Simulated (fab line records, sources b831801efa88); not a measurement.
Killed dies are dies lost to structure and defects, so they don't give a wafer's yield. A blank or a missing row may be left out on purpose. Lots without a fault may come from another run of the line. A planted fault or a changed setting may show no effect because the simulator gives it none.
Problem report in the 8D (eight disciplines) form, filled by code | flow gf180mcu | the parts of the form that need people (team, actions taken, sign-off) are left out

1. THE PROBLEM
V1_CVD_02_THK at GF_V1_THK_MEAS_03 reads a mean of 1277 nm on 6 wafers of 2 lots; wafers without a fault read 852 nm with a standard deviation of 12. That is +35 standard deviations from the usual mean.
First seen on wafer L498.3, day 20 10:05, on film_metro-01. The record holds 42 wafers of 14 lots with a number at this step. Rule for "out", or "out of limits": more than 4 standard deviations from the usual mean. The other wafers with a number count as sound.

2. WHAT IT IS AND WHAT IT IS NOT
question                    | is                           | is not
which readings at this step | V1_CVD_02_THK                | -
which lots                  | L498, L499                   | L492, L495, L496, L497, L505, L506, L507, L508, L509, L510, L511, L512
which wafers of those lots  | all that have a number       | -
read on which gauges        | film_metro-01, film_metro-04 | film_metro-02
when                        | from day 20 10:05            | up to then (12 sound wafers); but 24 sound wafers of L505, L506, L507, L508, L509, L510, L511, L512 came after

3. SUSPECTS, AND WHAT RULES EACH OUT
Counting: a tool at a process step up to the reading stays a suspect if it ran every lot that is out and no sound lot after the first of them.
- the gauge at GF_V1_THK_MEAS_03: ruled out. The wafers that are out were read on 2 gauges (film_metro-01, film_metro-04).
- pecvd-03 at GF_V1_CVD_02 (deposits SiO2 from TEOS, target thk 850 nm, time 94.851 s): ruled out as a lasting fault. Sound lots L510 ran on it after its first lot that is out, L498 (day 20 09:59).
Left after counting: nothing in the record.

4. THE CAUSE (what the simulator had put in)
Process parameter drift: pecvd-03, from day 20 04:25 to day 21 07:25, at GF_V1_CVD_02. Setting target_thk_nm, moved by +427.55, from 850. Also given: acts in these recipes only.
Counting ruled it out, wrongly: the rule takes a fault to strike every lot that its tool runs from its start on, and this one did not.

5. THE CHAIN OF EFFECTS, in route order
Each row: a reading whose mean over the struck wafers that have a number lies more than 3 standard deviations from the usual. Only readings for which the record gives a usual standard deviation are gone through. hours: the time from each lot's start at the first step in this table that gives one to its start at this step, as a median over the lots. sigmas: the change in usual standard deviations.
hours | step              | reading            | usual  | on struck wafers | change | sigmas
0     | GF_V1_THK_MEAS_03 | V1_CVD_02_THK      | 852 nm | 1277             | +425   | +35
0     | GF_V1_CMP_04      | time_to_endpoint_s | 84 s   | 252              | +168   | +27
The process steps in it:
- GF_V1_CMP_04: polishes SiO2.

6. WHAT WOULD HAVE CAUGHT IT SOONER
In this record the first reading out of limits at a measuring or inspecting step was taken at day 20 10:05, 6 hours after the fault began at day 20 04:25.
Of the tool readings at GF_V1_CVD_02 for which the record gives a usual standard deviation, none was out on any struck wafer, so an alarm limit of 4 standard deviations on them would not have fired.
